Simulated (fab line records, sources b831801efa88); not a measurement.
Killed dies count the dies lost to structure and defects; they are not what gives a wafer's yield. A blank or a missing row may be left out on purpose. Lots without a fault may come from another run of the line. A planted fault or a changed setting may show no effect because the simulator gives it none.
Which of the tools did it? + flow gf180mcu + 13 lots, 39 wafers sampled, at 4 steps of a route of 602

## WHAT THE GAUGES READ, wafer by wafer
GF_PSD_OVL_MEAS_08. Usual: PSD_OVL 0.2 nm, standard deviation 1.4.
| lot  | measured     | on         | PSD_OVL (nm)   | flag |
|------|--------------|------------|----------------|------|
| L561 | day 15 21:32 | overlay-01 | 1.8 3.2 2.2    |      |
| L566 | day 17 17:50 | overlay-01 | 0.3 1.5 0.1    |      |
| L567 | day 18 00:26 | overlay-01 | 0.9 -1.0 0.0   |      |
| L568 | day 18 06:29 | overlay-02 | 2.7 2.6 2.4    |      |
| L569 | day 18 20:08 | overlay-02 | -2.4 -1.3 -0.7 |      |
| L571 | day 19 13:49 | overlay-01 | 0.9 0.2 -1.4   |      |
| L577 | day 21 10:13 | overlay-01 | 0.2 2.1 -1.2   |      |
| L579 | day 22 01:03 | overlay-01 | -1.5 -0.3 0.5  |      |
| L581 | day 22 15:05 | overlay-01 | -1.6 -1.3 0.9  |      |
| L582 | day 23 00:17 | overlay-01 | 1.2 1.2 1.9    |      |
| L583 | day 23 08:20 | overlay-02 | 0.3 0.4 0.8    |      |

GF_CONTACT_OVL_MEAS_15. Usual: CONTACT_OVL 2 nm, standard deviation 6.5.
| lot  | measured     | on         | CONTACT_OVL (nm) | flag |
|------|--------------|------------|------------------|------|
| L561 | day 17 23:08 | overlay-02 | 1 4 -9           |      |
| L566 | day 19 21:47 | overlay-02 | 1 11 11          |      |
| L567 | day 20 02:41 | overlay-02 | 13 10 18         |      |
| L568 | day 20 09:47 | overlay-02 | -3 6 11          |      |
| L569 | day 21 01:20 | overlay-01 | 1 6 4            |      |
| L571 | day 21 18:23 | overlay-02 | 8 4 5            |      |
| L577 | day 23 12:58 | overlay-02 | 12 2 -1          |      |
| L579 | day 24 03:21 | overlay-02 | 4 1 4            |      |
| L581 | day 24 16:59 | overlay-02 | 1 -5 6           |      |
| L582 | day 25 01:08 | overlay-02 | 2 -1 -14         |      |
| L583 | day 25 09:59 | overlay-01 | 9 5 7            |      |

## WHICH TOOL RAN EACH LOT (tool, then ch and the chambers of the sampled wafers, then the start)
| lot  | GF_VT_IMPLANT_STRIP_09               | GF_HV_LDD_STRIP_49                   |
|------|--------------------------------------|--------------------------------------|
| L561 | plasma-asher-01 ch 0,1, day 6 01:36  | plasma-asher-04 ch 0,1, day 13 20:29 |
| L566 | plasma-asher-04 ch 0,1, day 7 10:08  | plasma-asher-02 ch 0,1, day 15 15:55 |
| L567 | plasma-asher-01 ch 0,1, day 7 18:48  | plasma-asher-04 ch 0,1, day 15 22:07 |
| L568 | plasma-asher-01 ch 1, day 8 00:45    | plasma-asher-03 ch 0,1, day 16 02:49 |
| L569 | plasma-asher-01 ch 1, day 8 06:37    | plasma-asher-04 ch 0,1, day 16 16:25 |
| L571 | plasma-asher-04 ch 0,1, day 8 21:01  | plasma-asher-03 ch 0,1, day 17 09:46 |
| L573 | plasma-asher-01 ch 0,1, day 9 07:42  | plasma-asher-02 ch 0,1, day 17 21:16 |
| L574 | plasma-asher-03 ch 0,1, day 9 12:15  | plasma-asher-04 ch 0,1, day 18 05:07 |
| L577 | plasma-asher-03 ch 0,1, day 10 08:14 | plasma-asher-02 ch 0,1, day 19 04:28 |
| L579 | plasma-asher-04 ch 0,1, day 10 22:08 | plasma-asher-04 ch 0,1, day 19 19:34 |
| L581 | plasma-asher-03 ch 0,1, day 11 09:59 | plasma-asher-02 ch 0,1, day 20 09:10 |
| L582 | plasma-asher-03 ch 0,1, day 11 17:16 | plasma-asher-04 ch 0,1, day 20 18:04 |
| L583 | plasma-asher-01 ch 0,1, day 12 00:06 | plasma-asher-04 ch 0,1, day 21 03:37 |
- GF_VT_IMPLANT_STRIP_09: strips in O2/N2.
- GF_HV_LDD_STRIP_49: strips in O2/N2.

## AS READ BY THE TOOLS THEMSELVES (means over the sampled wafers that have a number; for cases with no such wafer, the mark the record gives instead)
GF_VT_IMPLANT_STRIP_09. Usual: chamber-pressure-mTorr 1500.0 mTorr, standard deviation 1.4; drypump-motor-current-A 5.7 A, standard deviation 0.44; heater-power-w 321 W, standard deviation 33; oes-product-au 0.716 a.u., standard deviation 0.0041; strip-time-to-endpoint-s 12.64 s, standard deviation 0.04.
| lot  | tool            | chamber-pressure-mTorr (mTorr) | drypump-motor-current-A (A) | heater-power-w (W) | oes-product-au (a.u.) | strip-time-to-endpoint-s (s) | flag |
|------|-----------------|--------------------------------|-----------------------------|--------------------|-----------------------|------------------------------|------|
| L561 | plasma-asher-01 | 1501.2                         | 5.2                         | 314                | 0.717                 | 12.73                        |      |
| L566 | plasma-asher-04 | 1500.8                         | 5.7                         | 339                | 0.714                 | 12.65                        |      |
| L567 | plasma-asher-01 | 1500.6                         | 5.4                         | 297                | 0.718                 | 12.64                        |      |
| L568 | plasma-asher-01 | 1498.9                         | 5.7                         | 280                | 0.716                 | 12.64                        |      |
| L569 | plasma-asher-01 | 1500.4                         | 5.7                         | 281                | 0.713                 | 12.58                        |      |
| L571 | plasma-asher-04 | 1499.5                         | 5.7                         | 332                | 0.721                 | 12.58                        |      |
| L573 | plasma-asher-01 | 1501.0                         | 5.4                         | 293                | 0.717                 | 12.70                        |      |
| L574 | plasma-asher-03 | 1500.3                         | 6.3                         | 298                | 0.716                 | 12.61                        |      |
| L577 | plasma-asher-03 | 1499.6                         | 6.3                         | 300                | 0.714                 | 12.63                        |      |
| L579 | plasma-asher-04 | 1498.0                         | 5.7                         | 338                | 0.714                 | 12.65                        |      |
| L581 | plasma-asher-03 | 1499.5                         | 6.3                         | 297                | 0.715                 | 12.68                        |      |
| L582 | plasma-asher-03 | 1499.6                         | 6.0                         | 302                | 0.719                 | 12.62                        |      |
| L583 | plasma-asher-01 | 1500.9                         | 5.4                         | 298                | 0.716                 | 12.60                        |      |

GF_HV_LDD_STRIP_49. Usual: chamber-pressure-mTorr 1500.0 mTorr, standard deviation 1.5; drypump-motor-current-A 6.0 A, standard deviation 0.33; heater-power-w 331 W, standard deviation 39; oes-product-au 0.716 a.u., standard deviation 0.0045; strip-time-to-endpoint-s 12.63 s, standard deviation 0.032.
| lot  | tool            | chamber-pressure-mTorr (mTorr) | drypump-motor-current-A (A) | heater-power-w (W) | oes-product-au (a.u.) | strip-time-to-endpoint-s (s) | flag |
|------|-----------------|--------------------------------|-----------------------------|--------------------|-----------------------|------------------------------|------|
| L561 | plasma-asher-04 | 1499.5                         | 5.6                         | 361                | 0.719                 | 12.67                        |      |
| L566 | plasma-asher-02 | 1499.9                         | 6.1                         | 365                | 0.719                 | 12.59                        |      |
| L567 | plasma-asher-04 | 1501.2                         | 5.7                         | 360                | 0.719                 | 12.61                        |      |
| L568 | plasma-asher-03 | 1500.2                         | 6.1                         | 308                | 0.710                 | 12.63                        |      |
| L569 | plasma-asher-04 | 1500.5                         | 5.7                         | 337                | 0.717                 | 12.63                        |      |
| L571 | plasma-asher-03 | 1501.6                         | 6.1                         | 305                | 0.717                 | 12.61                        |      |
| L573 | plasma-asher-02 | -                              | -                           | -                  | -                     | -                            | OFF  |
| L574 | plasma-asher-04 | -                              | -                           | -                  | -                     | -                            | OFF  |
| L577 | plasma-asher-02 | 1499.3                         | 6.0                         | 335                | 0.713                 | 12.61                        |      |
| L579 | plasma-asher-04 | 1498.8                         | 5.7                         | 338                | 0.720                 | 12.67                        |      |
| L581 | plasma-asher-02 | 1498.1                         | 6.0                         | 337                | 0.714                 | 12.65                        |      |
| L582 | plasma-asher-04 | 1499.9                         | 5.7                         | 336                | 0.718                 | 12.65                        |      |
| L583 | plasma-asher-04 | 1500.8                         | 5.8                         | 338                | 0.717                 | 12.61                        |      |

## THE ANSWER, worked out from the rows above alone
Rule: a lot counts as off when the mean over its wafers that have a number is more than 3 standard deviations away from the usual mean. Also off: a lot with no number at a reading for which 4 or more lots have one. The other lots that the step has rows for count as sound. The gauges are gone through in route order, then the tools' own readings, and for those a lot's mean is taken as printed above. The first step at which some lot is off is used, and at that step the reading that is off furthest; a lot without a number counts as furthest.
Off, at GF_HV_LDD_STRIP_49 on chamber-pressure-mTorr: L573, L574. Without a number there: L573, L574.
If a tool, at that step or one of the process steps before it, ran each lot that is off and ran no sound lot following the first of them, it fits. No candidate that was tried fits.

## WHAT HAD BEEN PUT IN BY THE SIMULATOR
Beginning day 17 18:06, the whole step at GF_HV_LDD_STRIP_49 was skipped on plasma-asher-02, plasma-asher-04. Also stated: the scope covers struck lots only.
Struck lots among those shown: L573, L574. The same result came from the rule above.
